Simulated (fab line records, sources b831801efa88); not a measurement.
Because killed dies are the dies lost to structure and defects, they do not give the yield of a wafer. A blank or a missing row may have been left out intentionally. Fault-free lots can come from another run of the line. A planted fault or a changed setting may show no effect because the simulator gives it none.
Which of the tools did it? ; flow gf180mcu ; 12 lots, 36 wafers sampled, at 5 steps of a route of 602

WHAT THE GAUGES READ, wafer by wafer
GF_V5_THK_MEAS_25: measures by xrf.
lot;measured;on;V5_W_THK (nm)
L686;day 27 09:01;film metro-03;354 353 354
L687;day 27 22:16;film metro-03;354 355 357
L690;day 28 11:15;film metro-02;365 374 365
L691;day 28 21:07;film metro-02;370 367 367
L694;day 29 15:17;film metro-02;367 365 366
L695;day 30 00:17;film metro-02;361 364 363
L696;day 30 14:19;film metro-01;362 360 357
L704;day 32 12:19;film metro-03;365 370 366
L705;day 32 18:09;film metro-01;358 352 357
L707;day 33 01:24;film metro-02;364 372 363
L708;day 33 08:16;film metro-02;371 369 370
L709;day 33 14:29;film metro-02;368 372 363

GF_TOP_METAL_CD_MEAS_14 targets a cd of 440 nm.
lot;measured;on;cd nm (nm)
L686;day 28 05:31;cd sem-02;440.0 440.1 441.5
L687;day 28 18:55;cd sem-01;439.2 441.6 443.4
L690;day 29 05:56;cd sem-02;439.4 438.2 439.5
L691;day 29 16:39;cd sem-01;438.7 437.7 437.7
L694;day 30 11:06;cd sem-01;439.9 438.5 438.5
L695;day 30 18:55;cd sem-01;532.8 532.7 531.4
L696;day 31 08:40;cd sem-02;512.2 511.6 511.7
L704;day 33 04:35;cd sem-02;439.3 439.4 439.0
L705;day 33 10:25;cd sem-01;437.2 437.6 438.9
L707;day 33 17:26;cd sem-01;440.8 440.2 441.9
L708;day 34 00:14;cd sem-01;435.6 439.3 436.9
L709;day 34 06:19;cd sem-01;439.4 438.2 439.8

WHICH TOOL RAN EACH LOT (tool, then ch and the chambers of the sampled wafers, then the start)
lot;GF_V5_CMP_04;GF_V5_STRIP_18;GF_TOP_METAL_EXPOSE_11
L686;cmp-01 ch 0,1,3, day 26 11:25;plasma asher-03 ch 0,1, day 27 08:08;iline stepper-02 ch 0, day 27 20:11
L687;cmp-02 ch 0,1,2, day 27 00:22;plasma asher-04 ch 0,1, day 27 21:22;iline stepper-02 ch 0, day 28 08:49
L690;cmp-02 ch 1,3, day 27 14:08;plasma asher-02 ch 0,1, day 28 10:22;iline stepper-02 ch 0, day 28 21:17
L691;cmp-02 ch 0,2,3, day 27 23:38;plasma asher-03 ch 0,1, day 28 20:12;iline stepper-01 ch 0, day 29 07:31
L694;cmp-02 ch 0,1,2, day 28 19:03;plasma asher-03 ch 0,1, day 29 14:24;iline stepper-01 ch 0, day 30 01:24
L695;cmp-01 ch 0,2,3, day 29 03:52;plasma asher-04 ch 0,1, day 29 23:22;iline stepper-02 ch 0, day 30 10:46
L696;cmp-01 ch 1,2,3, day 29 18:25;plasma asher-04 ch 0,1, day 30 13:25;iline stepper-02 ch 0, day 30 23:40
L704;cmp-01 ch 0,1,2, day 31 18:23;plasma asher-03 ch 0,1, day 32 11:27;iline stepper-01 ch 0, day 32 21:05
L705;cmp-02 ch 0,1,3, day 32 00:53;plasma asher-03 ch 0,1, day 32 17:17;iline stepper-01 ch 0, day 33 02:47
L707;cmp-02 ch 0,3, day 32 07:41;plasma asher-04 ch 0,1, day 33 00:32;iline stepper-01 ch 0, day 33 09:58
L708;cmp-01 ch 0,1,3, day 32 14:50;plasma asher-04 ch 1, day 33 07:23;iline stepper-01 ch 0, day 33 17:06
L709;cmp-02 ch 0,1,2, day 32 21:16;plasma asher-04 ch 0,1, day 33 13:35;iline stepper-01 ch 0, day 33 22:31
- GF_V5_CMP_04: polishes SiO2.
- GF_V5_STRIP_18: strips in O2/N2.
- GF_TOP_METAL_EXPOSE_11: exposes mask MetalTop, target cd 440 nm.

AS READ BY THE TOOLS THEMSELVES (means over the sampled wafers that have a number; for cases with no such wafer, the mark the record gives instead)
GF_V5_CMP_04.
lot;tool;edge zone pressure frac;motor current A (A)
L686;cmp-01;1.001;13.9
L687;cmp-02;1.001;11.8
L690;cmp-02;1.000;12.8
L691;cmp-02;1.004;11.8
L694;cmp-02;1.001;11.6
L695;cmp-01;1.000;13.0
L696;cmp-01;1.001;13.9
L704;cmp-01;0.997;13.4
L705;cmp-02;1.002;11.2
L707;cmp-02;1.000;11.4
L708;cmp-01;1.000;14.1
L709;cmp-02;1.000;11.5

GF_V5_STRIP_18.
lot;tool;drypump motor current A (A);heater power w (W);oes product au (a.u.)
L686;plasma asher-03;5.2;376;0.565
L687;plasma asher-04;5.6;322;0.569
L690;plasma asher-02;6.1;336;0.566
L691;plasma asher-03;5.0;334;0.570
L694;plasma asher-03;5.2;370;0.567
L695;plasma asher-04;5.6;299;0.571
L696;plasma asher-04;5.6;302;0.572
L704;plasma asher-03;5.2;371;0.566
L705;plasma asher-03;5.2;373;0.568
L707;plasma asher-04;5.6;306;0.566
L708;plasma asher-04;5.6;329;0.563
L709;plasma asher-04;5.6;315;0.573

GF_TOP_METAL_EXPOSE_11.
lot;tool;exposure dose mJ cm2;reticle temp C (C)
L686;iline stepper-02;169.82;23.03
L687;iline stepper-02;169.83;23.04
L690;iline stepper-02;169.56;22.96
L691;iline stepper-01;169.98;22.94
L694;iline stepper-01;170.02;22.96
L695;iline stepper-02;122.92;22.95
L696;iline stepper-02;132.57;22.96
L704;iline stepper-01;170.11;23.10
L705;iline stepper-01;169.59;23.01
L707;iline stepper-01;169.88;23.01
L708;iline stepper-01;169.53;23.19
L709;iline stepper-01;169.67;23.02

THE ANSWER, worked out from the rows above alone
Rule: the usual values come from the lots themselves. Put in order of their means at a reading, lots are off if they are a third of the lots or fewer, leave a main group of 4 or more, and stand apart from it by a gap of 3 or more times the standard deviation of the main group's means; of several such gaps the widest counts. If all means in a main group match to the digits the tables above print for the reading, that group is not used. A lot without any number at a reading at which 4 lots or more have one is off too. Any other lot the step has rows for is counted as sound. Order of review: gauges by route order, followed by the tools' own readings, for which a lot's mean as printed above is used. The first step at which some lot is off is used, and at that step the reading that is off furthest; a lot without a number counts as furthest.
Off at GF_TOP_METAL_CD_MEAS_14 (cd nm): L695, L696. The main group: mean 439.2 nm, standard deviation 1.3.
If a tool, at a process step before that reading, ran all the lots that are off and no sound lot after the first of them, it fits. Not tried: the gauges at GF_TOP_METAL_CD_MEAS_14; whatever is off there is also off at GF_TOP_METAL_EXPOSE_11, on other tools, and gauge error can't account for it. One fits: iline stepper-02 at GF_TOP_METAL_EXPOSE_11. A fault onset in the window from L690 (day 28 21:17, its last sound lot) to L695 (day 30 10:46, its first lot off) fits.
The tool's own readings at GF_TOP_METAL_EXPOSE_11 bear it out: on the lots that are off they differ by more than 5 times the standard deviation of the sound lots' means. exposure dose mJ cm2 reads 127.75 there against 169.80 on the sound lots.

WHAT THE SIMULATOR HAD PUT IN
Drift in process parameters on iline stepper-02 at GF_TOP_METAL_EXPOSE_11, starting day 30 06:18. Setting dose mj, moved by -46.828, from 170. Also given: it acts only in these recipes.
Struck lots among those shown: L695, L696. The rule given above showed the same thing.
